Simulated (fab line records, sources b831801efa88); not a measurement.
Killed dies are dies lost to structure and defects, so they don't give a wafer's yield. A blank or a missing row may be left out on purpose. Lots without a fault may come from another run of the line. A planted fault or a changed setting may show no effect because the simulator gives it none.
Which tool did it? | flow gf180mcu | 24 lots, 72 wafers sampled, at 5 steps of a route of 602

WHAT THE GAUGES READ, wafer by wafer
GF_V3_THK_MEAS_25: measures by xrf.
lot  | measured     | on            | V3_W_THK (nm)
L074 | day 22 01:03 | film_metro-02 | 361 359 360
L075 | day 22 16:31 | film_metro-02 | 353 356 352
L076 | day 22 18:33 | film_metro-02 | 349 355 349
L077 | day 23 05:50 | film_metro-03 | 355 355 353
L078 | day 23 17:19 | film_metro-02 | 351 355 353
L079 | day 24 02:29 | film_metro-03 | 366 366 370
L080 | day 24 07:22 | film_metro-04 | 350 350 347
L081 | day 24 23:10 | film_metro-02 | 343 339 343
L082 | day 24 23:20 | film_metro-03 | 369 360 358
L083 | day 25 13:15 | film_metro-02 | 344 344 350
L084 | day 25 20:02 | film_metro-03 | 356 367 360
L085 | day 26 09:23 | film_metro-04 | 348 349 347
L086 | day 26 10:29 | film_metro-02 | 347 355 346
L087 | day 26 23:39 | film_metro-03 | 368 357 357
L088 | day 27 07:05 | film_metro-02 | 359 362 365
L089 | day 27 16:46 | film_metro-02 | 368 367 358
L090 | day 28 06:37 | film_metro-02 | 354 363 351
L091 | day 28 14:57 | film_metro-04 | 367 359 363
L092 | day 28 21:35 | film_metro-02 | 357 356 360
L093 | day 28 22:54 | film_metro-03 | 350 351 352
L094 | day 29 03:11 | film_metro-03 | 359 361 362
L095 | day 29 05:57 | film_metro-02 | 360 357 360
L096 | day 29 13:11 | film_metro-02 | 347 348 346
L097 | day 29 21:29 | film_metro-02 | 354 356 360

GF_TOP_METAL_OVL_MEAS_15.
lot  | measured     | on         | TOP_METAL_OVL (nm)
L074 | day 27 18:16 | overlay-02 | 0.2 0.3 -0.8
L075 | day 28 06:11 | overlay-01 | -2.0 -2.5 -1.9
L076 | day 28 08:40 | overlay-02 | 0.2 -1.5 -0.3
L077 | day 28 18:55 | overlay-01 | -0.1 -2.1 -0.6
L078 | day 29 03:10 | overlay-01 | -0.8 0.3 0.6
L079 | day 29 12:14 | overlay-02 | -0.6 -1.6 -0.7
L080 | day 29 16:23 | overlay-01 | 0.4 -0.1 -0.8
L081 | day 30 05:29 | overlay-02 | 2.7 1.2 1.7
L082 | day 30 07:05 | overlay-02 | -0.1 0.0 0.5
L083 | day 30 18:16 | overlay-01 | 0.4 -0.7 0.1
L084 | day 30 21:01 | overlay-02 | -1.0 -1.8 -1.1
L085 | day 31 10:37 | overlay-02 | -2.3 1.4 -0.2
L086 | day 31 10:55 | overlay-02 | 0.6 2.0 0.2
L087 | day 31 20:14 | overlay-01 | -0.1 -1.1 0.9
L088 | day 32 03:16 | overlay-01 | 0.5 -0.3 -0.5
L089 | day 32 11:53 | overlay-01 | 0.4 3.2 0.1
L090 | day 33 00:32 | overlay-01 | -0.4 -0.2 -0.7
L091 | day 33 07:44 | overlay-02 | -2.2 -2.9 -1.7
L092 | day 33 11:26 | overlay-01 | 1.4 1.8 2.7
L093 | day 33 12:58 | overlay-02 | 0.3 0.6 0.6
L094 | day 33 15:29 | overlay-01 | -0.3 -0.3 -0.8
L095 | day 33 22:40 | overlay-01 | -0.4 1.6 1.6
L096 | day 34 01:47 | overlay-01 | -0.7 -1.2 -1.4
L097 | day 34 08:40 | overlay-01 | 1.0 1.0 0.6

WHICH TOOL RAN EACH LOT (tool, then ch and the chambers of the sampled wafers, then the start)
lot  | GF_M1_STRIP_17                       | GF_M3_SPUTTER_00             | GF_MIM_SPUTTER_08
L074 | plasma_asher-02 ch 0,1, day 16 18:17 | pvd_sputter-04, day 19 22:19 | pvd_sputter-01, day 24 01:25
L075 | plasma_asher-04 ch 0,1, day 17 07:41 | pvd_sputter-04, day 20 13:35 | pvd_sputter-04, day 24 16:32
L076 | plasma_asher-03 ch 0,1, day 17 10:50 | pvd_sputter-04, day 20 16:50 | pvd_sputter-04, day 24 18:40
L077 | plasma_asher-03 ch 1, day 17 20:47   | pvd_sputter-01, day 21 03:44 | pvd_sputter-02, day 25 06:19
L078 | plasma_asher-03 ch 0,1, day 18 09:04 | pvd_sputter-02, day 21 16:17 | pvd_sputter-01, day 25 15:38
L079 | plasma_asher-04 ch 0,1, day 18 20:02 | pvd_sputter-02, day 22 02:40 | pvd_sputter-01, day 26 02:07
L080 | plasma_asher-04 ch 0,1, day 19 01:43 | pvd_sputter-04, day 22 07:56 | pvd_sputter-02, day 26 05:56
L081 | plasma_asher-03 ch 0,1, day 19 19:59 | pvd_sputter-02, day 23 00:40 | pvd_sputter-04, day 26 20:52
L082 | plasma_asher-02 ch 0,1, day 19 20:44 | pvd_sputter-02, day 23 02:08 | pvd_sputter-02, day 26 21:28
L083 | plasma_asher-02 ch 0,1, day 20 11:32 | pvd_sputter-01, day 23 14:43 | pvd_sputter-02, day 27 11:28
L084 | plasma_asher-03 ch 0, day 20 17:20   | pvd_sputter-02, day 23 21:35 | pvd_sputter-02, day 27 16:13
L085 | plasma_asher-03 ch 0,1, day 21 09:30 | pvd_sputter-02, day 24 11:57 | pvd_sputter-02, day 28 05:09
L086 | plasma_asher-02 ch 0,1, day 21 11:17 | pvd_sputter-02, day 24 12:58 | pvd_sputter-02, day 28 05:46
L087 | plasma_asher-03 ch 0,1, day 22 01:59 | pvd_sputter-01, day 25 03:19 | pvd_sputter-04, day 28 18:12
L088 | plasma_asher-04 ch 1, day 22 11:38   | pvd_sputter-01, day 25 10:41 | pvd_sputter-02, day 29 00:10
L089 | plasma_asher-03 ch 0,1, day 22 22:02 | pvd_sputter-01, day 25 21:07 | pvd_sputter-02, day 29 11:11
L090 | plasma_asher-04 ch 0,1, day 23 12:38 | pvd_sputter-04, day 26 11:11 | pvd_sputter-01, day 30 00:01
L091 | plasma_asher-03 ch 0,1, day 24 00:53 | pvd_sputter-04, day 26 22:06 | pvd_sputter-01, day 30 08:52
L092 | plasma_asher-04 ch 0, day 24 05:35   | pvd_sputter-02, day 27 03:04 | pvd_sputter-04, day 30 13:56
L093 | plasma_asher-04 ch 0,1, day 24 09:08 | pvd_sputter-04, day 27 06:00 | pvd_sputter-04, day 30 16:29
L094 | plasma_asher-03 ch 0,1, day 24 13:02 | pvd_sputter-01, day 27 09:52 | pvd_sputter-01, day 30 19:14
L095 | plasma_asher-02 ch 0,1, day 24 17:26 | pvd_sputter-04, day 27 13:05 | pvd_sputter-02, day 30 22:10
L096 | plasma_asher-03 ch 0,1, day 25 00:01 | pvd_sputter-02, day 27 20:40 | pvd_sputter-04, day 31 04:32
L097 | plasma_asher-03 ch 0,1, day 25 10:23 | pvd_sputter-04, day 28 05:03 | pvd_sputter-04, day 31 13:43
- GF_M1_STRIP_17: strips in O2/N2.
- GF_M3_SPUTTER_00: material Ti, target thk 37.5 nm, time 150 s.
- GF_MIM_SPUTTER_08: material AlCu, target thk 200 nm, time 10.6 s.

WHAT THE TOOLS THEMSELVES READ (means of the sampled wafers that have a number; where no wafer has one, the mark that the record gives instead)
GF_M1_STRIP_17.
lot  | tool            | drypump_motor_current_A (A) | heater_power_w (W) | oes_product_au (a.u.) | strip_time_to_endpoint_s (s)
L074 | plasma_asher-02 | 6.0                         | 311                | 0.534                 | 7.22
L075 | plasma_asher-04 | 6.1                         | 350                | 0.530                 | 7.19
L076 | plasma_asher-03 | 5.6                         | 356                | 0.531                 | 7.29
L077 | plasma_asher-03 | 6.1                         | 331                | 0.533                 | 7.28
L078 | plasma_asher-03 | 5.6                         | 352                | 0.534                 | 7.23
L079 | plasma_asher-04 | 6.2                         | 381                | 0.532                 | 7.24
L080 | plasma_asher-04 | 6.2                         | 375                | 0.535                 | 7.24
L081 | plasma_asher-03 | 5.5                         | 355                | 0.537                 | 7.34
L082 | plasma_asher-02 | 6.0                         | 314                | 0.533                 | 7.20
L083 | plasma_asher-02 | 6.0                         | 311                | 0.533                 | 7.27
L084 | plasma_asher-03 | 5.3                         | 365                | 0.535                 | 7.30
L085 | plasma_asher-03 | 5.6                         | 353                | 0.526                 | 7.20
L086 | plasma_asher-02 | 6.0                         | 311                | 0.529                 | 7.24
L087 | plasma_asher-03 | 5.6                         | 350                | 0.527                 | 7.11
L088 | plasma_asher-04 | 6.0                         | 328                | 0.529                 | 7.19
L089 | plasma_asher-03 | 5.6                         | 345                | 0.526                 | 7.21
L090 | plasma_asher-04 | 6.1                         | 354                | 0.530                 | 7.20
L091 | plasma_asher-03 | 5.6                         | 353                | 0.529                 | 7.18
L092 | plasma_asher-04 | 6.3                         | 411                | 0.528                 | 7.24
L093 | plasma_asher-04 | 6.2                         | 384                | 0.532                 | 7.27
L094 | plasma_asher-03 | 5.6                         | 351                | 0.530                 | 7.20
L095 | plasma_asher-02 | 6.0                         | 314                | 0.529                 | 7.17
L096 | plasma_asher-03 | 5.8                         | 343                | 0.528                 | 7.27
L097 | plasma_asher-03 | 5.8                         | 343                | 0.530                 | 7.26

GF_M3_SPUTTER_00.
lot  | tool           | throttle_valve_pct (%)
L074 | pvd_sputter-04 | 28.2
L075 | pvd_sputter-04 | 28.1
L076 | pvd_sputter-04 | 29.3
L077 | pvd_sputter-01 | 29.4
L078 | pvd_sputter-02 | 28.6
L079 | pvd_sputter-02 | 28.9
L080 | pvd_sputter-04 | 28.3
L081 | pvd_sputter-02 | 28.9
L082 | pvd_sputter-02 | 29.3
L083 | pvd_sputter-01 | 29.4
L084 | pvd_sputter-02 | 28.6
L085 | pvd_sputter-02 | 28.7
L086 | pvd_sputter-02 | 28.7
L087 | pvd_sputter-01 | 29.4
L088 | pvd_sputter-01 | 29.7
L089 | pvd_sputter-01 | 30.8
L090 | pvd_sputter-04 | 29.0
L091 | pvd_sputter-04 | 30.3
L092 | pvd_sputter-02 | 29.5
L093 | pvd_sputter-04 | 28.1
L094 | pvd_sputter-01 | 29.5
L095 | pvd_sputter-04 | 28.4
L096 | pvd_sputter-02 | 28.3
L097 | pvd_sputter-04 | 30.1

GF_MIM_SPUTTER_08.
lot  | tool           | throttle_valve_pct (%)
L074 | pvd_sputter-01 | 30.0
L075 | pvd_sputter-04 | 30.1
L076 | pvd_sputter-04 | 29.0
L077 | pvd_sputter-02 | 28.9
L078 | pvd_sputter-01 | 30.1
L079 | pvd_sputter-01 | 28.8
L080 | pvd_sputter-02 | 29.0
L081 | pvd_sputter-04 | 29.1
L082 | pvd_sputter-02 | 29.6
L083 | pvd_sputter-02 | 29.5
L084 | pvd_sputter-02 | 29.9
L085 | pvd_sputter-02 | 29.8
L086 | pvd_sputter-02 | 29.5
L087 | pvd_sputter-04 | 30.1
L088 | pvd_sputter-02 | 28.9
L089 | pvd_sputter-02 | 29.9
L090 | pvd_sputter-01 | 30.0
L091 | pvd_sputter-01 | 28.8
L092 | pvd_sputter-04 | 28.3
L093 | pvd_sputter-04 | 28.1
L094 | pvd_sputter-01 | 30.2
L095 | pvd_sputter-02 | 29.1
L096 | pvd_sputter-04 | 28.9
L097 | pvd_sputter-04 | 29.5

THE ANSWER, worked out from the rows above alone
Rule: what is usual is taken from the lots themselves. Put in order of their means at a reading, lots are off if they are a third of the lots or fewer, leave a main group of 4 or more, and stand apart from it by a gap of 3 or more times the standard deviation of the main group's means; of several such gaps the widest counts. A main group whose means are all the same, to the digits that the tables above print for the reading, isn't used. A lot without any number at a reading at which 4 lots or more have one is off too. The other lots that the step has rows for count as sound. The gauges are gone through in route order, then the tools' own readings, and for those a lot's mean is taken as printed above. The first step at which some lot is off is used, and at that step the reading that is off furthest; a lot without a number counts as furthest.
No lot is off at any reading shown: from this, nothing can be told.

WHAT THE SIMULATOR HAD PUT IN
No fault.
